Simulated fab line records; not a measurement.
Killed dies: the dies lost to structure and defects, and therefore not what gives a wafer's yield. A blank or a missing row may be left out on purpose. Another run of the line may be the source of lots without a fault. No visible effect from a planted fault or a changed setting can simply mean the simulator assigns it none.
Which tool did it? || flow gf180mcu || 21 wafers sampled from 7 lots at 1 step of a route of 602

## WHAT THE GAUGES SHOWED, per wafer
GF_STI_CD_MEAS_12 targets a cd of 220 nm.
{"lot": "L109", "measured": "day 2 06:56", "on": "cd-sem-02", "cd-nm (nm)": "219.0 219.2 220.0"}
{"lot": "L112", "measured": "day 2 22:48", "on": "cd-sem-01", "cd-nm (nm)": "220.2 221.3 220.9"}
{"lot": "L114", "measured": "day 3 08:29", "on": "cd-sem-02", "cd-nm (nm)": "220.4 221.0 219.7"}
{"lot": "L117", "measured": "day 4 01:16", "on": "cd-sem-02", "cd-nm (nm)": "219.2 219.0 220.1"}
{"lot": "L121", "measured": "day 4 21:37", "on": "cd-sem-01", "cd-nm (nm)": "218.1 217.6 218.0"}
{"lot": "L126", "measured": "day 5 22:46", "on": "cd-sem-01", "cd-nm (nm)": "221.0 221.2 220.6"}
{"lot": "L129", "measured": "day 6 13:28", "on": "cd-sem-01", "cd-nm (nm)": "217.7 217.7 217.8"}

## EACH LOT AND THE TOOL THAT RAN IT (in order: tool; ch and the chambers of the sampled wafers; start)
There is no process step in the record ahead of these readings.

## THE ANSWER, worked out from the rows above alone
Rule: usual is defined by the lots themselves. Put in order of their means at a reading, lots are off if they are a third of the lots or fewer, leave a main group of 4 or more, and stand apart from it by a gap of 3 or more times the standard deviation of the main group's means; of several such gaps the widest counts. The tables above print the reading to a certain number of digits; a main group whose means all agree to those digits is not used. A lot without any number at a reading at which 4 lots or more have one is off too. Any other lot the step has rows for is counted as sound.
No lot is off on any of the readings shown, so nothing can be concluded from this.

## WHAT HAD BEEN PUT IN BY THE SIMULATOR
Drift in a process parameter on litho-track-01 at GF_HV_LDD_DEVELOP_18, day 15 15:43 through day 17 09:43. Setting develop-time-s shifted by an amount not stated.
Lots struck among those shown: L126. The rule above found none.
